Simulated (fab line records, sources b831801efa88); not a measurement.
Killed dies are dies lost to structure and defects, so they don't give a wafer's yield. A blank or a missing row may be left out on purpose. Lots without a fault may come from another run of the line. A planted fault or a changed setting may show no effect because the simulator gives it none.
Which tool did it? | flow sky130 | 24 lots, 72 wafers sampled, at 6 steps of a route of 708

WHAT THE GAUGES READ, wafer by wafer
SKY_METAL1_RS_MEAS_05: measures by four-point-probe. Usual: METAL1_ALCU_RS 0.1267 ohm/sq, standard deviation 0.0012.
lot  | measured     | on            | METAL1_ALCU_RS (ohm/sq) | flag
L074 | day 31 17:34 | film_metro-01 | 0.1263 0.1255 0.1254    |
L075 | day 32 14:23 | film_metro-03 | 0.1267 0.1275 0.1272    |
L076 | day 32 20:50 | film_metro-01 | 0.1271 0.1277 0.1273    |
L077 | day 32 23:35 | film_metro-03 | 0.1274 0.1266 0.1273    |
L078 | day 33 07:26 | film_metro-01 | 0.1262 0.1236 0.1274    |
L079 | day 33 17:22 | film_metro-03 | 0.1265 0.1263 0.1262    |
L080 | day 33 20:32 | film_metro-02 | 0.1267 0.1269 0.1257    |
L081 | day 34 07:22 | film_metro-03 | 0.1258 0.1254 0.1259    |
L082 | day 34 20:25 | film_metro-03 | 0.1277 0.1274 0.1277    |
L083 | day 34 21:29 | film_metro-01 | 0.1264 0.1260 0.1265    |
L084 | day 35 05:02 | film_metro-03 | 0.1256 0.1273 0.1275    |
L085 | day 35 15:02 | film_metro-03 | 0.1304 0.1283 0.1298    |
L086 | day 35 21:59 | film_metro-01 | 0.1256 0.1239 0.1263    |
L087 | day 36 03:40 | film_metro-03 | 0.1281 0.1264 0.1256    |
L088 | day 36 10:50 | film_metro-03 | 0.1264 0.1253 0.1252    |
L089 | day 36 23:20 | film_metro-01 | 0.1287 0.1280 0.1278    |
L090 | day 37 02:50 | film_metro-03 | 0.1278 0.1282 0.1283    |
L091 | day 37 07:48 | film_metro-03 | 0.1262 0.1276 0.1268    |
L092 | day 37 13:04 | film_metro-03 | 0.1262 0.1266 0.1261    |
L093 | day 37 16:37 | film_metro-01 | 0.1265 0.1264 0.1271    |
L094 | day 38 00:26 | film_metro-01 | 0.1285 0.1279 0.1276    |
L095 | day 38 06:06 | film_metro-02 | 0.1250 0.1241 0.1257    |
L096 | day 38 11:17 | film_metro-01 | 0.1245 0.1269 0.1266    |
L097 | day 38 21:08 | film_metro-02 | 0.1256 0.1276 0.1265    |

WHICH TOOL RAN EACH LOT (tool, then ch and the chambers of the sampled wafers, then the start)
lot  | SKY_LI_CONTACT_ETCH_14             | SKY_LI_CONTACT_ETCH_15             | SKY_CONTACT_STRIP_19                 | SKY_CONTACT_CMP_27            | SKY_METAL1_SPUTTER_00
L074 | rie_diel-03 ch 0,1,3, day 29 05:10 | rie_diel-03 ch 0,1,3, day 29 05:13 | plasma_asher-04 ch 0,1, day 31 16:10 | cmp-02 ch 1,2,3, day 31 17:07 | pvd_sputter-04, day 31 17:25
L075 | rie_diel-03 ch 0,2,3, day 30 04:01 | rie_diel-03 ch 0,2,3, day 30 04:04 | plasma_asher-01 ch 0,1, day 32 12:59 | cmp-01 ch 0,1,2, day 32 13:57 | pvd_sputter-01, day 32 14:12
L076 | rie_diel-01 ch 0,2,3, day 30 08:40 | rie_diel-01 ch 0,2,3, day 30 08:43 | plasma_asher-03 ch 0,1, day 32 19:27 | cmp-01 ch 0,1,2, day 32 20:27 | pvd_sputter-01, day 32 20:42
L077 | rie_diel-01 ch 0,1,3, day 30 11:40 | rie_diel-01 ch 0,1,3, day 30 11:43 | plasma_asher-01 ch 0,1, day 32 22:11 | cmp-01 ch 0,1,3, day 32 23:11 | pvd_sputter-04, day 32 23:23
L078 | rie_diel-01 ch 1,2,3, day 30 21:01 | rie_diel-01 ch 1,2,3, day 30 21:04 | plasma_asher-01 ch 0,1, day 33 06:03 | cmp-01 ch 1,2,3, day 33 07:00 | pvd_sputter-02, day 33 07:18
L079 | rie_diel-01 ch 2,3, day 31 07:40   | rie_diel-01 ch 2,3, day 31 07:43   | plasma_asher-04 ch 0,1, day 33 15:58 | cmp-02 ch 0,1,3, day 33 16:57 | pvd_sputter-04, day 33 17:12
L080 | rie_diel-04 ch 1,3, day 31 10:26   | rie_diel-04 ch 1,3, day 31 10:28   | plasma_asher-03 ch 0,1, day 33 19:09 | cmp-02 ch 0,1,3, day 33 20:06 | pvd_sputter-04, day 33 20:24
L081 | rie_diel-04 ch 1,2,3, day 31 21:46 | rie_diel-04 ch 1,2,3, day 31 21:49 | plasma_asher-01 ch 0,1, day 34 05:58 | cmp-02 ch 2,3, day 34 06:57   | pvd_sputter-01, day 34 07:12
L082 | rie_diel-04 ch 0,1,3, day 32 10:19 | rie_diel-04 ch 0,1,3, day 32 10:22 | plasma_asher-01 ch 0,1, day 34 18:52 | cmp-01 ch 0,1,2, day 34 20:01 | pvd_sputter-04, day 34 20:16
L083 | rie_diel-03 ch 0,2,3, day 32 11:19 | rie_diel-03 ch 0,2,3, day 32 11:22 | plasma_asher-01 ch 0,1, day 34 19:59 | cmp-01 ch 1,2, day 34 21:03   | pvd_sputter-04, day 34 21:21
L084 | rie_diel-04 ch 0,2,3, day 32 20:29 | rie_diel-04 ch 0,2,3, day 32 20:31 | plasma_asher-03 ch 0,1, day 35 03:38 | cmp-02 ch 0,3, day 35 04:35   | pvd_sputter-01, day 35 04:53
L085 | rie_diel-01 ch 0,3, day 33 05:56   | rie_diel-01 ch 0,3, day 33 05:58   | plasma_asher-01 ch 0,1, day 35 13:40 | cmp-02 ch 0,1,2, day 35 14:39 | pvd_sputter-02, day 35 14:54
L086 | rie_diel-04 ch 1,2,3, day 33 13:47 | rie_diel-04 ch 1,2,3, day 33 13:49 | plasma_asher-04 ch 0,1, day 35 20:31 | cmp-01 ch 2,3, day 35 21:34   | pvd_sputter-02, day 35 21:49
L087 | rie_diel-04 ch 0,3, day 33 18:22   | rie_diel-04 ch 0,3, day 33 18:25   | plasma_asher-04 ch 0,1, day 36 02:16 | cmp-01 ch 0,1,2, day 36 03:18 | pvd_sputter-02, day 36 03:30
L088 | rie_diel-04 ch 1,2,3, day 34 02:22 | rie_diel-04 ch 1,2,3, day 34 02:25 | plasma_asher-03 ch 0,1, day 36 09:27 | cmp-02 ch 1,2,3, day 36 10:24 | pvd_sputter-02, day 36 10:42
L089 | rie_diel-03 ch 1,2,3, day 34 14:31 | rie_diel-03 ch 1,2,3, day 34 14:34 | plasma_asher-04 ch 0,1, day 36 21:55 | cmp-01 ch 0,1,2, day 36 22:53 | pvd_sputter-01, day 36 23:11
L090 | rie_diel-03 ch 0,1, day 34 18:37   | rie_diel-03 ch 0,1, day 34 18:40   | plasma_asher-01 ch 0,1, day 37 01:26 | cmp-02 ch 0,1,3, day 37 02:27 | pvd_sputter-04, day 37 02:39
L091 | rie_diel-04 ch 0,3, day 34 23:52   | rie_diel-04 ch 0,3, day 34 23:55   | plasma_asher-01 ch 0,1, day 37 06:22 | cmp-01 ch 2,3, day 37 07:20   | pvd_sputter-01, day 37 07:38
L092 | rie_diel-01 ch 0,1,2, day 35 04:58 | rie_diel-01 ch 0,1,2, day 35 05:01 | plasma_asher-03 ch 0,1, day 37 11:35 | cmp-01 ch 0,1,2, day 37 12:38 | pvd_sputter-01, day 37 12:56
L093 | rie_diel-03 ch 0,2,3, day 35 09:13 | rie_diel-03 ch 0,2,3, day 35 09:16 | plasma_asher-04 ch 0,1, day 37 15:13 | cmp-01 ch 1,2, day 37 16:10   | pvd_sputter-02, day 37 16:28
L094 | rie_diel-04 ch 0,1,3, day 35 15:58 | rie_diel-04 ch 0,1,3, day 35 16:01 | plasma_asher-04 ch 0,1, day 37 23:02 | cmp-02 ch 1,2,3, day 38 00:02 | pvd_sputter-04, day 38 00:17
L095 | rie_diel-01 ch 0,1,2, day 35 23:22 | rie_diel-01 ch 0,1,2, day 35 23:25 | plasma_asher-01 ch 0,1, day 38 04:43 | cmp-01 ch 0,1,2, day 38 05:40 | pvd_sputter-01, day 38 05:58
L096 | rie_diel-03 ch 0,1,3, day 36 04:05 | rie_diel-03 ch 0,1,3, day 36 04:07 | plasma_asher-03 ch 0,1, day 38 09:53 | cmp-01 ch 0,2, day 38 10:49   | pvd_sputter-01, day 38 11:07
L097 | rie_diel-04 ch 0,1,2, day 36 12:49 | rie_diel-04 ch 0,1,2, day 36 12:52 | plasma_asher-01 ch 0,1, day 38 19:44 | cmp-01 ch 0,2, day 38 20:39   | pvd_sputter-01, day 38 20:57
- SKY_LI_CONTACT_ETCH_14: etches BARC in N2/H2, stops on SiO2, time 45.9 s, target depth 60 nm.
- SKY_LI_CONTACT_ETCH_15: etches PSG in C4F8/O2/Ar, stops on Si, target depth 600 nm.
- SKY_CONTACT_STRIP_19: strips in O2/N2.
- SKY_CONTACT_CMP_27: polishes, stops on SiO2, t overpolish 15 s, target thk 0 nm.
- SKY_METAL1_SPUTTER_00: material Ti, target thk 15 nm, time 10 s.

WHAT THE TOOLS THEMSELVES READ (means of the sampled wafers that have a number; where no wafer has one, the mark that the record gives instead)
SKY_LI_CONTACT_ETCH_14. Usual: drypump_motor_current_A 5.83 A, standard deviation 0.23; oes_product_au 0.855 a.u., standard deviation 0.0043; throttle_valve_pct 13.226 %, standard deviation 0.0093.
lot  | tool        | drypump_motor_current_A (A) | oes_product_au (a.u.) | throttle_valve_pct (%) | flag
L074 | rie_diel-03 | 5.85                        | 0.859                 | 13.221                 |
L075 | rie_diel-03 | 5.67                        | 0.856                 | 13.224                 |
L076 | rie_diel-01 | 5.87                        | 0.853                 | 13.225                 |
L077 | rie_diel-01 | 5.81                        | 0.855                 | 13.226                 |
L078 | rie_diel-01 | 5.69                        | 0.853                 | 13.235                 |
L079 | rie_diel-01 | 5.88                        | 0.854                 | 13.229                 |
L080 | rie_diel-04 | 5.79                        | 0.850                 | 13.241                 |
L081 | rie_diel-04 | 5.94                        | 0.853                 | 13.227                 |
L082 | rie_diel-04 | 5.89                        | 0.850                 | 13.227                 |
L083 | rie_diel-03 | 5.67                        | 0.856                 | 13.230                 |
L084 | rie_diel-04 | 6.04                        | 0.855                 | 13.225                 |
L085 | rie_diel-01 | 5.94                        | 0.856                 | 13.229                 |
L086 | rie_diel-04 | 5.95                        | 0.851                 | 13.236                 |
L087 | rie_diel-04 | 6.09                        | 0.859                 | 13.222                 |
L088 | rie_diel-04 | 5.94                        | 0.856                 | 13.227                 |
L089 | rie_diel-03 | 5.79                        | 0.855                 | 13.216                 |
L090 | rie_diel-03 | 5.78                        | 0.852                 | 13.227                 |
L091 | rie_diel-04 | 6.00                        | 0.853                 | 13.223                 |
L092 | rie_diel-01 | 5.68                        | 0.861                 | 13.223                 |
L093 | rie_diel-03 | 5.67                        | 0.855                 | 13.230                 |
L094 | rie_diel-04 | 5.88                        | 0.853                 | 13.233                 |
L095 | rie_diel-01 | 5.71                        | 0.855                 | 13.221                 |
L096 | rie_diel-03 | 5.84                        | 0.852                 | 13.218                 |
L097 | rie_diel-04 | 5.83                        | 0.853                 | 13.228                 |

SKY_LI_CONTACT_ETCH_15. Usual: oes_product_au 0.837 a.u., standard deviation 0.0043.
lot  | tool        | oes_product_au (a.u.) | flag
L074 | rie_diel-03 | 0.838                 |
L075 | rie_diel-03 | 0.833                 |
L076 | rie_diel-01 | 0.835                 |
L077 | rie_diel-01 | 0.835                 |
L078 | rie_diel-01 | 0.833                 |
L079 | rie_diel-01 | 0.836                 |
L080 | rie_diel-04 | 0.839                 |
L081 | rie_diel-04 | 0.837                 |
L082 | rie_diel-04 | 0.836                 |
L083 | rie_diel-03 | 0.836                 |
L084 | rie_diel-04 | 0.835                 |
L085 | rie_diel-01 | 0.837                 |
L086 | rie_diel-04 | 0.838                 |
L087 | rie_diel-04 | 0.838                 |
L088 | rie_diel-04 | 0.839                 |
L089 | rie_diel-03 | 0.838                 |
L090 | rie_diel-03 | 0.832                 |
L091 | rie_diel-04 | 0.835                 |
L092 | rie_diel-01 | 0.839                 |
L093 | rie_diel-03 | 0.839                 |
L094 | rie_diel-04 | 0.837                 |
L095 | rie_diel-01 | 0.835                 |
L096 | rie_diel-03 | 0.834                 |
L097 | rie_diel-04 | 0.835                 |

SKY_CONTACT_STRIP_19. Usual: drypump_motor_current_A 5.6 A, standard deviation 0.52; oes_product_au 0.380 a.u., standard deviation 0.0045; strip_time_to_endpoint_s 3.608 s, standard deviation 0.025.
lot  | tool            | drypump_motor_current_A (A) | oes_product_au (a.u.) | strip_time_to_endpoint_s (s) | flag
L074 | plasma_asher-04 | 5.2                         | 0.379                 | 3.621                        |
L075 | plasma_asher-01 | 6.1                         | 0.381                 | 3.579                        |
L076 | plasma_asher-03 | 5.2                         | 0.385                 | 3.635                        |
L077 | plasma_asher-01 | 5.7                         | 0.382                 | 3.572                        |
L078 | plasma_asher-01 | 6.1                         | 0.381                 | 3.598                        |
L079 | plasma_asher-04 | 5.4                         | 0.384                 | 3.634                        |
L080 | plasma_asher-03 | 5.5                         | 0.380                 | 3.610                        |
L081 | plasma_asher-01 | 6.1                         | 0.380                 | 3.585                        |
L082 | plasma_asher-01 | 6.1                         | 0.385                 | 3.644                        |
L083 | plasma_asher-01 | 6.1                         | 0.381                 | 3.612                        |
L084 | plasma_asher-03 | 5.3                         | 0.377                 | 3.580                        |
L085 | plasma_asher-01 | 6.1                         | 0.378                 | 3.595                        |
L086 | plasma_asher-04 | 5.2                         | 0.383                 | 3.609                        |
L087 | plasma_asher-04 | 5.2                         | 0.379                 | 3.601                        |
L088 | plasma_asher-03 | 5.4                         | 0.383                 | 3.592                        |
L089 | plasma_asher-04 | 5.5                         | 0.382                 | 3.616                        |
L090 | plasma_asher-01 | 6.1                         | 0.378                 | 3.631                        |
L091 | plasma_asher-01 | 6.1                         | 0.381                 | 3.597                        |
L092 | plasma_asher-03 | 5.4                         | 0.378                 | 3.613                        |
L093 | plasma_asher-04 | 5.5                         | 0.384                 | 3.632                        |
L094 | plasma_asher-04 | 5.5                         | 0.379                 | 3.593                        |
L095 | plasma_asher-01 | 6.1                         | 0.377                 | 3.604                        |
L096 | plasma_asher-03 | 5.4                         | 0.381                 | 3.604                        |
L097 | plasma_asher-01 | 5.7                         | 0.378                 | 3.598                        |

SKY_CONTACT_CMP_27. Usual: motor_current_A 11.3 A, standard deviation 0.81; overpolish_run_s 15.000 s, standard deviation 0.01; retaining_ring_pressure_frac 1.000, standard deviation 0.0048; time_to_endpoint_s 82 s, standard deviation 3.2.
lot  | tool   | motor_current_A (A) | overpolish_run_s (s) | retaining_ring_pressure_frac | time_to_endpoint_s (s) | flag
L074 | cmp-02 | 11.2                | 14.995               | 0.999                        | 83                     |
L075 | cmp-01 | 11.4                | 15.002               | 0.995                        | 81                     |
L076 | cmp-01 | 11.9                | 14.991               | 1.001                        | 87                     |
L077 | cmp-01 | 11.5                | 15.004               | 1.001                        | 82                     |
L078 | cmp-01 | 12.1                | 14.995               | 1.004                        | 82                     |
L079 | cmp-02 | 10.3                | 15.004               | 1.007                        | 84                     |
L080 | cmp-02 | 10.5                | 14.999               | 0.998                        | 83                     |
L081 | cmp-02 | 10.8                | 14.999               | 1.002                        | 82                     |
L082 | cmp-01 | 12.0                | 15.009               | 1.002                        | 77                     |
L083 | cmp-01 | 11.6                | 14.995               | 1.003                        | 77                     |
L084 | cmp-02 | 9.9                 | 14.999               | 1.000                        | 81                     |
L085 | cmp-02 | 10.3                | 15.001               | 1.002                        | 81                     |
L086 | cmp-01 | 11.9                | 14.992               | 1.001                        | 82                     |
L087 | cmp-01 | 11.9                | 15.006               | 0.999                        | 81                     |
L088 | cmp-02 | 10.8                | 15.001               | 1.006                        | 80                     |
L089 | cmp-01 | 12.1                | 14.991               | 0.999                        | 82                     |
L090 | cmp-02 | 10.6                | 15.004               | 0.997                        | 83                     |
L091 | cmp-01 | 11.7                | 15.004               | 0.999                        | 84                     |
L092 | cmp-01 | 11.6                | 15.004               | 1.000                        | 82                     |
L093 | cmp-01 | 11.4                | 14.997               | 1.003                        | 83                     |
L094 | cmp-02 | 11.1                | 15.005               | 0.996                        | 81                     |
L095 | cmp-01 | 11.3                | 15.002               | 0.999                        | 83                     |
L096 | cmp-01 | 11.8                | 15.001               | 1.002                        | 87                     |
L097 | cmp-01 | 11.8                | 15.000               | 1.001                        | 81                     |

SKY_METAL1_SPUTTER_00. Usual: throttle_valve_pct 30.3 %, standard deviation 1.
lot  | tool           | throttle_valve_pct (%) | flag
L074 | pvd_sputter-04 | 30.2                   |
L075 | pvd_sputter-01 | 30.7                   |
L076 | pvd_sputter-01 | 30.5                   |
L077 | pvd_sputter-04 | 30.4                   |
L078 | pvd_sputter-02 | 29.2                   |
L079 | pvd_sputter-04 | 31.2                   |
L080 | pvd_sputter-04 | 30.3                   |
L081 | pvd_sputter-01 | 29.8                   |
L082 | pvd_sputter-04 | 30.5                   |
L083 | pvd_sputter-04 | 30.8                   |
L084 | pvd_sputter-01 | 30.5                   |
L085 | pvd_sputter-02 | 29.7                   |
L086 | pvd_sputter-02 | 29.7                   |
L087 | pvd_sputter-02 | 30.4                   |
L088 | pvd_sputter-02 | 30.1                   |
L089 | pvd_sputter-01 | 31.0                   |
L090 | pvd_sputter-04 | 30.9                   |
L091 | pvd_sputter-01 | 30.6                   |
L092 | pvd_sputter-01 | 30.2                   |
L093 | pvd_sputter-02 | 29.7                   |
L094 | pvd_sputter-04 | 29.9                   |
L095 | pvd_sputter-01 | 30.1                   |
L096 | pvd_sputter-01 | 30.9                   |
L097 | pvd_sputter-01 | 30.7                   |

THE ANSWER, worked out from the rows above alone
Rule: a lot is off if the mean of its wafers that have a number lies more than 3 standard deviations from the usual mean. A lot without any number at a reading at which 4 lots or more have one is off too. The other lots that the step has rows for count as sound. The gauges are gone through in route order, then the tools' own readings, and for those a lot's mean is taken as printed above. The first step at which some lot is off is used, and at that step the reading that is off furthest; a lot without a number counts as furthest.
No lot is off at any reading shown: from this, nothing can be told.

WHAT THE SIMULATOR HAD PUT IN
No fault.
